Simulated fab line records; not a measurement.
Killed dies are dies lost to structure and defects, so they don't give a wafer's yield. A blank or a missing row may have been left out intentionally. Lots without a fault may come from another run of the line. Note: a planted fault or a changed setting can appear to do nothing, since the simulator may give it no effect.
fab line records :: flow sky130 :: part 2 of 2: steps 23 to 31 of 31
[record]
  lots = 5
  wafers = 15
  last-day = 49
route steps=708 shown METAL5@671 PASSIVATION@681 PAD_OPEN@694
lots that met no fault: from a run of the same line without faults
start-h: hours from the record's opening day to when the first of the lot's shown wafers began :: wait-h: how many hours have passed since the lot's step before this one :: " the same as in the row above :: L1.1+2: a row that stands for several wafers :: - either no value or no given start :: * or withheld: withheld :: < > ~ a bound
route shown NAME@n: NAME is a module with steps in the file, n the number in the route of the first one :: usual: mean and standard deviation over wafers with no fault :: same: alike in all rows :: chamber/n: place in a boat :: sites: per-site readings :: _std_site: their standard deviation :: _edge_site: inner sites' mean taken away from outer sites' mean :: radius-mm: how far each site lies from the wafer's centre :: mask NAME#n: copy n :: behind: tool/chamber where the wafer was last shaped :: hold: why the lot was held/for how many hours/how that ended :: device: the transistor (n, p or np) that didn't switch :: end of line: tests run on the same wafers once the route is complete :: a step without rows: its recipe alone :: killed: dies that structure and defects cost at the first sort, which is not the same as the wafer's yield :: map: the dies of a wafer, with x for killed, . for not killed, _ for no die there
set.NAME: the run value of the setting; set.NAME@STEP: its run value at that earlier step :: model.NAME: the simulator's own value behind a step, which no gauge read
certain route steps with their lots: each step a table, each wafer a row
services: when a tool's chamber went out of use (start-h, in hours from the record's first day, below 0 if earlier), for how many hours, and the reason
[[steps]]
[step SKY_PASSIVATION_STRIP_12]
[recipe]
  chemistry = O2/N2
  power-w = 1400
  pressure-mtorr = 1500
  platen-temp-c = withheld
  overash-fraction = 0.7
  o2-flow-sccm = 3000
  n2-flow-sccm = 300
[usual]
  chamber-pressure-mTorr = 1499.9/1.4
  drypump-motor-current-A = 5.8/0.61
  oes-product-au = 0.661/0.0047
  strip-time-to-endpoint-s = 31.57/0.14
[same]
  overash-fraction = 0.7
lot.wafer: L074.4
tool: plasma-asher-01
chamber: 0
start-h: 1062.65
wait-h: 0.1
chamber-pressure-mTorr: 1500.2
drypump-motor-current-A: 5.8
oes-product-au: 0.655
rf-hours-counter-h: -
strip-time-to-endpoint-s: 31.81

lot.wafer: L074.5
tool: plasma-asher-01
chamber: 1
start-h: 1062.65
wait-h: 0.1
chamber-pressure-mTorr: 1500.3
drypump-motor-current-A: 4.9
oes-product-au: 0.662
rf-hours-counter-h: -
strip-time-to-endpoint-s: 31.78

lot.wafer: L074.6
tool: plasma-asher-01
chamber: 0
start-h: 1062.65
wait-h: 0.1
chamber-pressure-mTorr: 1500.4
drypump-motor-current-A: 5.8
oes-product-au: 0.662
rf-hours-counter-h: -
strip-time-to-endpoint-s: 31.70

lot.wafer: L075.1
tool: plasma-asher-04
chamber: 0
start-h: 1081.66
wait-h: 0.1
chamber-pressure-mTorr: 1496.3
drypump-motor-current-A: 5.0
oes-product-au: 0.651
rf-hours-counter-h: 2
strip-time-to-endpoint-s: 31.79

lot.wafer: L075.5
tool: plasma-asher-04
chamber: 0
start-h: 1081.66
wait-h: 0.1
chamber-pressure-mTorr: 1501.2
drypump-motor-current-A: 5.0
oes-product-au: 0.664
rf-hours-counter-h: -
strip-time-to-endpoint-s: 31.87

lot.wafer: L075.6
tool: plasma-asher-04
chamber: 1
start-h: 1081.66
wait-h: 0.1
chamber-pressure-mTorr: 1501.1
drypump-motor-current-A: 5.9
oes-product-au: 0.661
rf-hours-counter-h: -
strip-time-to-endpoint-s: 31.62

lot.wafer: L081.2
tool: plasma-asher-02
chamber: 0
start-h: 1102.17
wait-h: 0.1
chamber-pressure-mTorr: 1496.8
drypump-motor-current-A: 6.7
oes-product-au: 0.657
rf-hours-counter-h: 97
strip-time-to-endpoint-s: 31.52

lot.wafer: L081.3
tool: plasma-asher-02
chamber: 0
start-h: 1102.17
wait-h: 0.1
chamber-pressure-mTorr: 1500.1
drypump-motor-current-A: 6.7
oes-product-au: 0.668
rf-hours-counter-h: -
strip-time-to-endpoint-s: 31.45

lot.wafer: L081.5
tool: plasma-asher-02
chamber: 1
start-h: 1102.17
wait-h: 0.1
chamber-pressure-mTorr: 1503.9
drypump-motor-current-A: 5.7
oes-product-au: 0.658
rf-hours-counter-h: -
strip-time-to-endpoint-s: 31.53

lot.wafer: L082.3
tool: plasma-asher-02
chamber: 0
start-h: 1111.60
wait-h: 0.1
chamber-pressure-mTorr: 1500.3
drypump-motor-current-A: 6.7
oes-product-au: 0.661
rf-hours-counter-h: -
strip-time-to-endpoint-s: 31.29

lot.wafer: L082.5
tool: plasma-asher-02
chamber: 0
start-h: 1111.60
wait-h: 0.1
chamber-pressure-mTorr: 1500.1
drypump-motor-current-A: 6.7
oes-product-au: 0.653
rf-hours-counter-h: -
strip-time-to-endpoint-s: 31.57

lot.wafer: L082.6
tool: plasma-asher-02
chamber: 1
start-h: 1111.60
wait-h: 0.1
chamber-pressure-mTorr: 1500.2
drypump-motor-current-A: 5.7
oes-product-au: 0.662
rf-hours-counter-h: -
strip-time-to-endpoint-s: 31.58

lot.wafer: L091.2
tool: plasma-asher-02
chamber: 1
start-h: 1154.80
wait-h: 0.1
chamber-pressure-mTorr: 1498.4
drypump-motor-current-A: 5.7
oes-product-au: 0.662
rf-hours-counter-h: 102
strip-time-to-endpoint-s: 31.56

lot.wafer: L091.4
tool: plasma-asher-02
chamber: 1
start-h: 1154.80
wait-h: 0.1
chamber-pressure-mTorr: 1502.6
drypump-motor-current-A: 5.7
oes-product-au: 0.667
rf-hours-counter-h: -
strip-time-to-endpoint-s: 31.41

lot.wafer: L091.6
tool: plasma-asher-02
chamber: 0
start-h: 1154.80
wait-h: 0.1
chamber-pressure-mTorr: 1501.9
drypump-motor-current-A: 6.7
oes-product-au: 0.656
rf-hours-counter-h: -
strip-time-to-endpoint-s: 31.51
[step SKY_PAD_OPEN_DEHYDRATE_00]
[recipe]
  temp-c = 200
  time-s = 60
[usual]
  resist-line-temp-C = 23.01/0.095
[same]
  time-s = 60
lot.wafer: L074.4
tool: litho-track-02
chamber: 0
start-h: 1072.58
wait-h: 9.9
resist-line-temp-C: 23.04

lot.wafer: L074.5
tool: litho-track-02
chamber: 0
start-h: 1072.58
wait-h: 9.9
resist-line-temp-C: 23.04

lot.wafer: L074.6
tool: litho-track-02
chamber: 0
start-h: 1072.58
wait-h: 9.9
resist-line-temp-C: 22.90

lot.wafer: L075.1
tool: litho-track-01
chamber: 0
start-h: 1091.27
wait-h: 9.6
resist-line-temp-C: 23.04

lot.wafer: L075.5
tool: litho-track-01
chamber: 0
start-h: 1091.27
wait-h: 9.6
resist-line-temp-C: 23.00

lot.wafer: L075.6
tool: litho-track-01
chamber: 0
start-h: 1091.27
wait-h: 9.6
resist-line-temp-C: 22.78

lot.wafer: L081.2
tool: litho-track-02
chamber: 0
start-h: 1112.18
wait-h: 10.0
resist-line-temp-C: 23.23

lot.wafer: L081.3
tool: litho-track-02
chamber: 0
start-h: 1112.18
wait-h: 10.0
resist-line-temp-C: 23.06

lot.wafer: L081.5
tool: litho-track-02
chamber: 0
start-h: 1112.18
wait-h: 10.0
resist-line-temp-C: 23.04

lot.wafer: L082.3
tool: litho-track-02
chamber: 0
start-h: 1121.46
wait-h: 9.8
resist-line-temp-C: 23.03

lot.wafer: L082.5
tool: litho-track-02
chamber: 0
start-h: 1121.46
wait-h: 9.8
resist-line-temp-C: 22.93

lot.wafer: L082.6
tool: litho-track-02
chamber: 0
start-h: 1121.46
wait-h: 9.8
resist-line-temp-C: 22.96

lot.wafer: L091.2
tool: litho-track-04
chamber: 0
start-h: 1163.59
wait-h: 8.8
resist-line-temp-C: 23.00

lot.wafer: L091.4
tool: litho-track-04
chamber: 0
start-h: 1163.59
wait-h: 8.8
resist-line-temp-C: 22.95

lot.wafer: L091.6
tool: litho-track-04
chamber: 0
start-h: 1163.59
wait-h: 8.8
resist-line-temp-C: 22.99
[step SKY_PAD_OPEN_HMDS_01]
[recipe]
  prime-time-s = 60
  prime-temp-c = 120
[usual]
  resist-line-temp-C = 23.02/0.11
lot.wafer: L074.4
tool: litho-track-02
chamber: 0
start-h: 1072.73
wait-h: 0.1
resist-line-temp-C: 23.04

lot.wafer: L074.5
tool: litho-track-02
chamber: 0
start-h: 1072.73
wait-h: 0.1
resist-line-temp-C: 22.99

lot.wafer: L074.6
tool: litho-track-02
chamber: 0
start-h: 1072.73
wait-h: 0.1
resist-line-temp-C: 22.89

lot.wafer: L075.1
tool: litho-track-01
chamber: 0
start-h: 1091.42
wait-h: 0.1
resist-line-temp-C: 22.86

lot.wafer: L075.5
tool: litho-track-01
chamber: 0
start-h: 1091.42
wait-h: 0.1
resist-line-temp-C: 23.04

lot.wafer: L075.6
tool: litho-track-01
chamber: 0
start-h: 1091.42
wait-h: 0.1
resist-line-temp-C: 22.92

lot.wafer: L081.2
tool: litho-track-02
chamber: 0
start-h: 1112.33
wait-h: 0.1
resist-line-temp-C: 23.09

lot.wafer: L081.3
tool: litho-track-02
chamber: 0
start-h: 1112.33
wait-h: 0.1
resist-line-temp-C: 23.09

lot.wafer: L081.5
tool: litho-track-02
chamber: 0
start-h: 1112.33
wait-h: 0.1
resist-line-temp-C: 23.04

lot.wafer: L082.3
tool: litho-track-02
chamber: 0
start-h: 1121.61
wait-h: 0.1
resist-line-temp-C: 23.08

lot.wafer: L082.5
tool: litho-track-02
chamber: 0
start-h: 1121.61
wait-h: 0.1
resist-line-temp-C: 22.99

lot.wafer: L082.6
tool: litho-track-02
chamber: 0
start-h: 1121.61
wait-h: 0.1
resist-line-temp-C: 22.95

lot.wafer: L091.2
tool: litho-track-04
chamber: 0
start-h: 1163.74
wait-h: 0.1
resist-line-temp-C: 23.01

lot.wafer: L091.4
tool: litho-track-04
chamber: 0
start-h: 1163.74
wait-h: 0.1
resist-line-temp-C: 22.95

lot.wafer: L091.6
tool: litho-track-04
chamber: 0
start-h: 1163.74
wait-h: 0.1
resist-line-temp-C: 22.97
[step SKY_PAD_OPEN_COAT_02]
[recipe]
  spin-rpm = 2000
  resist-thk-nm = 3000
[usual]
  resist-line-temp-C = 23.02/0.11
lot.wafer: L074.4
tool: litho-track-02
chamber: 0
start-h: 1072.88
wait-h: 0.1
resist-line-temp-C: 22.94

lot.wafer: L074.5
tool: litho-track-02
chamber: 0
start-h: 1072.88
wait-h: 0.1
resist-line-temp-C: 23.03

lot.wafer: L074.6
tool: litho-track-02
chamber: 0
start-h: 1072.88
wait-h: 0.1
resist-line-temp-C: 23.05

lot.wafer: L075.1
tool: litho-track-01
chamber: 0
start-h: 1091.57
wait-h: 0.1
resist-line-temp-C: 23.04

lot.wafer: L075.5
tool: litho-track-01
chamber: 0
start-h: 1091.57
wait-h: 0.1
resist-line-temp-C: 22.96

lot.wafer: L075.6
tool: litho-track-01
chamber: 0
start-h: 1091.57
wait-h: 0.1
resist-line-temp-C: 22.99

lot.wafer: L081.2
tool: litho-track-02
chamber: 0
start-h: 1112.48
wait-h: 0.1
resist-line-temp-C: 23.23

lot.wafer: L081.3
tool: litho-track-02
chamber: 0
start-h: 1112.48
wait-h: 0.1
resist-line-temp-C: 23.12

lot.wafer: L081.5
tool: litho-track-02
chamber: 0
start-h: 1112.48
wait-h: 0.1
resist-line-temp-C: 23.12

lot.wafer: L082.3
tool: litho-track-02
chamber: 0
start-h: 1121.76
wait-h: 0.1
resist-line-temp-C: 22.99

lot.wafer: L082.5
tool: litho-track-02
chamber: 0
start-h: 1121.76
wait-h: 0.1
resist-line-temp-C: 23.02

lot.wafer: L082.6
tool: litho-track-02
chamber: 0
start-h: 1121.76
wait-h: 0.1
resist-line-temp-C: 22.95

lot.wafer: L091.2
tool: litho-track-04
chamber: 0
start-h: 1163.89
wait-h: 0.1
resist-line-temp-C: 23.21

lot.wafer: L091.4
tool: litho-track-04
chamber: 0
start-h: 1163.89
wait-h: 0.1
resist-line-temp-C: 23.07

lot.wafer: L091.6
tool: litho-track-04
chamber: 0
start-h: 1163.89
wait-h: 0.1
resist-line-temp-C: 23.03
[step SKY_PAD_OPEN_SOFTBAKE_03]
[recipe]
  temp-c = 110
  time-s = withheld
[usual]
  resist-line-temp-C = 23.01/0.11
lot.wafer: L074.4
tool: litho-track-02
chamber: 0
start-h: 1073.06
wait-h: 0.1
resist-line-temp-C: 23.16

lot.wafer: L074.5
tool: litho-track-02
chamber: 0
start-h: 1073.06
wait-h: 0.1
resist-line-temp-C: 23.32

lot.wafer: L074.6
tool: litho-track-02
chamber: 0
start-h: 1073.06
wait-h: 0.1
resist-line-temp-C: 22.95

lot.wafer: L075.1
tool: litho-track-01
chamber: 0
start-h: 1091.72
wait-h: 0.1
resist-line-temp-C: 23.15

lot.wafer: L075.5
tool: litho-track-01
chamber: 0
start-h: 1091.72
wait-h: 0.1
resist-line-temp-C: 23.13

lot.wafer: L075.6
tool: litho-track-01
chamber: 0
start-h: 1091.72
wait-h: 0.1
resist-line-temp-C: 23.04

lot.wafer: L081.2
tool: litho-track-02
chamber: 0
start-h: 1112.64
wait-h: 0.1
resist-line-temp-C: 22.80

lot.wafer: L081.3
tool: litho-track-02
chamber: 0
start-h: 1112.64
wait-h: 0.1
resist-line-temp-C: 22.88

lot.wafer: L081.5
tool: litho-track-02
chamber: 0
start-h: 1112.64
wait-h: 0.1
resist-line-temp-C: 22.85

lot.wafer: L082.3
tool: litho-track-02
chamber: 0
start-h: 1121.93
wait-h: 0.1
resist-line-temp-C: 23.22

lot.wafer: L082.5
tool: litho-track-02
chamber: 0
start-h: 1121.93
wait-h: 0.1
resist-line-temp-C: 23.04

lot.wafer: L082.6
tool: litho-track-02
chamber: 0
start-h: 1121.93
wait-h: 0.1
resist-line-temp-C: 23.10

lot.wafer: L091.2
tool: litho-track-04
chamber: 0
start-h: 1164.05
wait-h: 0.1
resist-line-temp-C: 23.05

lot.wafer: L091.4
tool: litho-track-04
chamber: 0
start-h: 1164.05
wait-h: 0.1
resist-line-temp-C: 23.01

lot.wafer: L091.6
tool: litho-track-04
chamber: 0
start-h: 1164.05
wait-h: 0.1
resist-line-temp-C: 22.93
[step SKY_PAD_OPEN_EXPOSE_04]
[recipe]
  mask-id = PDM
  target-cd-nm = 60000
  na = 0.57
  dose-mj = 260
[usual]
  focus-offset-nm = -0.1/0.48
lot.wafer: L074.4
tool: iline-stepper-02
chamber: 0
start-h: -
wait-h: -
mask: PDM#0
focus-offset-nm: 0.2

lot.wafer: L074.5
tool: iline-stepper-02
chamber: 0
start-h: -
wait-h: -
mask: PDM#0
focus-offset-nm: -0.1

lot.wafer: L074.6
tool: iline-stepper-02
chamber: 0
start-h: -
wait-h: -
mask: PDM#0
focus-offset-nm: -0.8

lot.wafer: L075.1
tool: iline-stepper-01
chamber: 0
start-h: -
wait-h: -
mask: PDM#0
focus-offset-nm: 0.4

lot.wafer: L075.5
tool: iline-stepper-01
chamber: 0
start-h: -
wait-h: -
mask: PDM#0
focus-offset-nm: -0.3

lot.wafer: L075.6
tool: iline-stepper-01
chamber: 0
start-h: -
wait-h: -
mask: PDM#0
focus-offset-nm: -0.4

lot.wafer: L081.2
tool: iline-stepper-01
chamber: 0
start-h: -
wait-h: -
mask: PDM#0
focus-offset-nm: -1.3

lot.wafer: L081.3
tool: iline-stepper-01
chamber: 0
start-h: -
wait-h: -
mask: PDM#0
focus-offset-nm: -0.5

lot.wafer: L081.5
tool: iline-stepper-01
chamber: 0
start-h: -
wait-h: -
mask: PDM#0
focus-offset-nm: -0.6

lot.wafer: L082.3
tool: iline-stepper-02
chamber: 0
start-h: -
wait-h: -
mask: PDM#0
focus-offset-nm: -0.5

lot.wafer: L082.5
tool: iline-stepper-02
chamber: 0
start-h: -
wait-h: -
mask: PDM#0
focus-offset-nm: -0.1

lot.wafer: L082.6
tool: iline-stepper-02
chamber: 0
start-h: -
wait-h: -
mask: PDM#0
focus-offset-nm: 0.9

lot.wafer: L091.2
tool: iline-stepper-02
chamber: 0
start-h: -
wait-h: -
mask: PDM#0
focus-offset-nm: 0.6

lot.wafer: L091.4
tool: iline-stepper-02
chamber: 0
start-h: -
wait-h: -
mask: PDM#0
focus-offset-nm: -0.2

lot.wafer: L091.6
tool: iline-stepper-02
chamber: 0
start-h: -
wait-h: -
mask: PDM#0
focus-offset-nm: -0.5
[step SKY_PAD_OPEN_PEB_05]
[recipe]
  temp-c = 115
  time-s = withheld
[usual]
  resist-line-temp-C = 23.00/0.11
lot.wafer: L074.4
tool: litho-track-02
chamber: 0
start-h: -
wait-h: -
resist-line-temp-C: 23.12

lot.wafer: L074.5
tool: litho-track-02
chamber: 0
start-h: -
wait-h: -
resist-line-temp-C: 23.05

lot.wafer: L074.6
tool: litho-track-02
chamber: 0
start-h: -
wait-h: -
resist-line-temp-C: 23.03

lot.wafer: L075.1
tool: litho-track-04
chamber: 0
start-h: -
wait-h: -
resist-line-temp-C: 23.16

lot.wafer: L075.5
tool: litho-track-04
chamber: 0
start-h: -
wait-h: -
resist-line-temp-C: 23.07

lot.wafer: L075.6
tool: litho-track-04
chamber: 0
start-h: -
wait-h: -
resist-line-temp-C: 23.08

lot.wafer: L081.2
tool: litho-track-02
chamber: 0
start-h: -
wait-h: -
resist-line-temp-C: 22.87

lot.wafer: L081.3
tool: litho-track-02
chamber: 0
start-h: -
wait-h: -
resist-line-temp-C: 22.82

lot.wafer: L081.5
tool: litho-track-02
chamber: 0
start-h: -
wait-h: -
resist-line-temp-C: 22.78

lot.wafer: L082.3
tool: litho-track-04
chamber: 0
start-h: -
wait-h: -
resist-line-temp-C: 22.88

lot.wafer: L082.5
tool: litho-track-04
chamber: 0
start-h: -
wait-h: -
resist-line-temp-C: 23.04

lot.wafer: L082.6
tool: litho-track-04
chamber: 0
start-h: -
wait-h: -
resist-line-temp-C: 23.19

lot.wafer: L091.2
tool: litho-track-01
chamber: 0
start-h: -
wait-h: -
resist-line-temp-C: 22.92

lot.wafer: L091.4
tool: litho-track-01
chamber: 0
start-h: -
wait-h: -
resist-line-temp-C: 23.04

lot.wafer: L091.6
tool: litho-track-01
chamber: 0
start-h: -
wait-h: -
resist-line-temp-C: 23.05
[step SKY_PAD_OPEN_DEVELOP_06]
[recipe]
  develop-time-s = 60
  dev-temp-c = 23
[usual]
  resist-line-temp-C = 23.00/0.11
lot.wafer: L074.4
tool: litho-track-02
chamber: 0
start-h: -
wait-h: -
resist-line-temp-C: 23.09

lot.wafer: L074.5
tool: litho-track-02
chamber: 0
start-h: -
wait-h: -
resist-line-temp-C: 22.94

lot.wafer: L074.6
tool: litho-track-02
chamber: 0
start-h: -
wait-h: -
resist-line-temp-C: 23.08

lot.wafer: L075.1
tool: litho-track-04
chamber: 0
start-h: -
wait-h: -
resist-line-temp-C: 23.00

lot.wafer: L075.5
tool: litho-track-04
chamber: 0
start-h: -
wait-h: -
resist-line-temp-C: 23.16

lot.wafer: L075.6
tool: litho-track-04
chamber: 0
start-h: -
wait-h: -
resist-line-temp-C: 23.27

lot.wafer: L081.2
tool: litho-track-02
chamber: 0
start-h: -
wait-h: -
resist-line-temp-C: 22.83

lot.wafer: L081.3
tool: litho-track-02
chamber: 0
start-h: -
wait-h: -
resist-line-temp-C: 22.84

lot.wafer: L081.5
tool: litho-track-02
chamber: 0
start-h: -
wait-h: -
resist-line-temp-C: 22.85

lot.wafer: L082.3
tool: litho-track-04
chamber: 0
start-h: -
wait-h: -
resist-line-temp-C: 22.83

lot.wafer: L082.5
tool: litho-track-04
chamber: 0
start-h: -
wait-h: -
resist-line-temp-C: 22.97

lot.wafer: L082.6
tool: litho-track-04
chamber: 0
start-h: -
wait-h: -
resist-line-temp-C: 22.87

lot.wafer: L091.2
tool: litho-track-01
chamber: 0
start-h: -
wait-h: -
resist-line-temp-C: 23.09

lot.wafer: L091.4
tool: litho-track-01
chamber: 0
start-h: -
wait-h: -
resist-line-temp-C: 22.93

lot.wafer: L091.6
tool: litho-track-01
chamber: 0
start-h: -
wait-h: -
resist-line-temp-C: 22.85
[step SKY_PAD_OPEN_ETCH_07]
[recipe]
  chemistry = CF4/O2
  target-depth-nm = 725
  stop-on = AlCu
  source-w = 800
  bias-w = 150
  pressure-mtorr = 150
  cf4-flow-sccm = 80
  O2_flow_sccm = 10
  time-s = 161.1
[usual]
  chamber-pressure-mTorr = 150.00/0.14
  drypump-motor-current-A = 5.76/0.22
  oes-product-au = 0.977/0.0063
  throttle-valve-pct = 5.965/0.0095
[same]
  time-s = 161.1
lot.wafer: L074.4
tool: rie-diel-04
chamber: 1
start-h: 1083.61
wait-h: -
chamber-pressure-mTorr: 150.22
drypump-motor-current-A: 6.03
oes-product-au: 0.982
rf-hours-counter-h: 21
throttle-valve-pct: 5.965

lot.wafer: L074.5
tool: rie-diel-04
chamber: 0
start-h: 1083.61
wait-h: -
chamber-pressure-mTorr: 150.18
drypump-motor-current-A: 5.81
oes-product-au: 0.975
rf-hours-counter-h: -
throttle-valve-pct: 5.956

lot.wafer: L074.6
tool: rie-diel-04
chamber: 3
start-h: 1083.61
wait-h: -
chamber-pressure-mTorr: 149.93
drypump-motor-current-A: 5.52
oes-product-au: 0.979
rf-hours-counter-h: -
throttle-valve-pct: 5.953

lot.wafer: L075.1
tool: rie-diel-04
chamber: 0
start-h: 1102.41
wait-h: -
chamber-pressure-mTorr: 149.95
drypump-motor-current-A: 5.81
oes-product-au: 0.973
rf-hours-counter-h: 4
throttle-valve-pct: 5.973

lot.wafer: L075.5
tool: rie-diel-04
chamber: 1
start-h: 1102.41
wait-h: -
chamber-pressure-mTorr: 150.08
drypump-motor-current-A: 6.04
oes-product-au: 0.987
rf-hours-counter-h: -
throttle-valve-pct: 5.976

lot.wafer: L075.6
tool: rie-diel-04
chamber: 2
start-h: 1102.41
wait-h: -
chamber-pressure-mTorr: 150.06
drypump-motor-current-A: 5.60
oes-product-au: 0.982
rf-hours-counter-h: -
throttle-valve-pct: 5.943

lot.wafer: L081.2
tool: rie-diel-03
chamber: 3
start-h: 1123.21
wait-h: -
chamber-pressure-mTorr: 149.92
drypump-motor-current-A: 5.76
oes-product-au: 0.978
rf-hours-counter-h: 16
throttle-valve-pct: 5.957

lot.wafer: L081.3
tool: rie-diel-03
chamber: 2
start-h: 1123.21
wait-h: -
chamber-pressure-mTorr: 149.91
drypump-motor-current-A: 5.66
oes-product-au: 0.986
rf-hours-counter-h: 15
throttle-valve-pct: 5.982

lot.wafer: L081.5
tool: rie-diel-03
chamber: 3
start-h: 1123.21
wait-h: -
chamber-pressure-mTorr: 149.94
drypump-motor-current-A: 5.76
oes-product-au: 0.981
rf-hours-counter-h: -
throttle-valve-pct: 5.964

lot.wafer: L082.3
tool: rie-diel-04
chamber: 1
start-h: 1131.51
wait-h: -
chamber-pressure-mTorr: 149.92
drypump-motor-current-A: 6.01
oes-product-au: 0.974
rf-hours-counter-h: 24
throttle-valve-pct: 5.970

lot.wafer: L082.5
tool: rie-diel-04
chamber: 1
start-h: 1131.51
wait-h: -
chamber-pressure-mTorr: 150.27
drypump-motor-current-A: 6.03
oes-product-au: 0.971
rf-hours-counter-h: -
throttle-valve-pct: 5.985

lot.wafer: L082.6
tool: rie-diel-04
chamber: 2
start-h: 1131.51
wait-h: -
chamber-pressure-mTorr: 150.31
drypump-motor-current-A: 5.58
oes-product-au: 0.980
rf-hours-counter-h: -
throttle-valve-pct: 5.972

lot.wafer: L091.2
tool: rie-diel-04
chamber: 2
start-h: 1172.52
wait-h: -
chamber-pressure-mTorr: 150.11
drypump-motor-current-A: 5.58
oes-product-au: 0.978
rf-hours-counter-h: 29
throttle-valve-pct: 5.962

lot.wafer: L091.4
tool: rie-diel-04
chamber: 1
start-h: 1172.52
wait-h: -
chamber-pressure-mTorr: 150.14
drypump-motor-current-A: 6.07
oes-product-au: 0.978
rf-hours-counter-h: 25
throttle-valve-pct: 5.981

lot.wafer: L091.6
tool: rie-diel-04
chamber: 1
start-h: 1172.52
wait-h: -
chamber-pressure-mTorr: 150.26
drypump-motor-current-A: 6.03
oes-product-au: 0.980
rf-hours-counter-h: -
throttle-valve-pct: 5.977
[[services]]
tool: rie-diel-04
chamber: 3
start-h: 1006.74
hours: 11.1
kind: repair

tool: plasma-asher-04
chamber: -
start-h: 1013.77
hours: 15.6
kind: pm

tool: rie-diel-02
chamber: 0
start-h: 1014.64
hours: 6.9
kind: repair

tool: plasma-asher-03
chamber: -
start-h: 1019.86
hours: 2.2
kind: repair

tool: rie-diel-03
chamber: 1
start-h: 1028.00
hours: 19.8
kind: repair

tool: iline-stepper-02
chamber: -
start-h: 1032.30
hours: 1.7
kind: pm

tool: plasma-asher-04
chamber: -
start-h: 1042.40
hours: 0.6
kind: repair

tool: pecvd-03
chamber: -
start-h: 1044.71
hours: 5.5
kind: pm

tool: rie-diel-02
chamber: -
start-h: 1046.93
hours: 2.8
kind: pm

tool: plasma-asher-04
chamber: -
start-h: 1055.25
hours: 9.0
kind: pm

tool: pecvd-03
chamber: 2
start-h: 1058.14
hours: 7.7
kind: repair

tool: rie-diel-02
chamber: -
start-h: 1068.50
hours: 2.2
kind: repair

tool: plasma-asher-01
chamber: -
start-h: 1076.21
hours: 1.9
kind: repair

tool: rie-diel-02
chamber: 3
start-h: 1081.41
hours: 1.6
kind: repair

tool: rie-metal-02
chamber: -
start-h: 1089.75
hours: 14.6
kind: pm

tool: iline-stepper-01
chamber: -
start-h: 1094.15
hours: 16.5
kind: repair

tool: rie-metal-01
chamber: -
start-h: 1101.08
hours: 2.8
kind: pm

tool: plasma-asher-04
chamber: -
start-h: 1103.65
hours: 3.4
kind: repair

tool: rie-diel-01
chamber: 0
start-h: 1104.65
hours: 4.0
kind: repair

tool: pecvd-02
chamber: -
start-h: 1130.78
hours: 1.6
kind: repair

tool: iline-stepper-01
chamber: -
start-h: 1131.33
hours: 1.7
kind: pm

tool: pecvd-03
chamber: -
start-h: 1145.30
hours: 0.7
kind: repair

tool: iline-stepper-01
chamber: -
start-h: 1163.83
hours: 2.1
kind: pm

tool: pecvd-02
chamber: 2
start-h: 1171.92
hours: 5.4
kind: repair
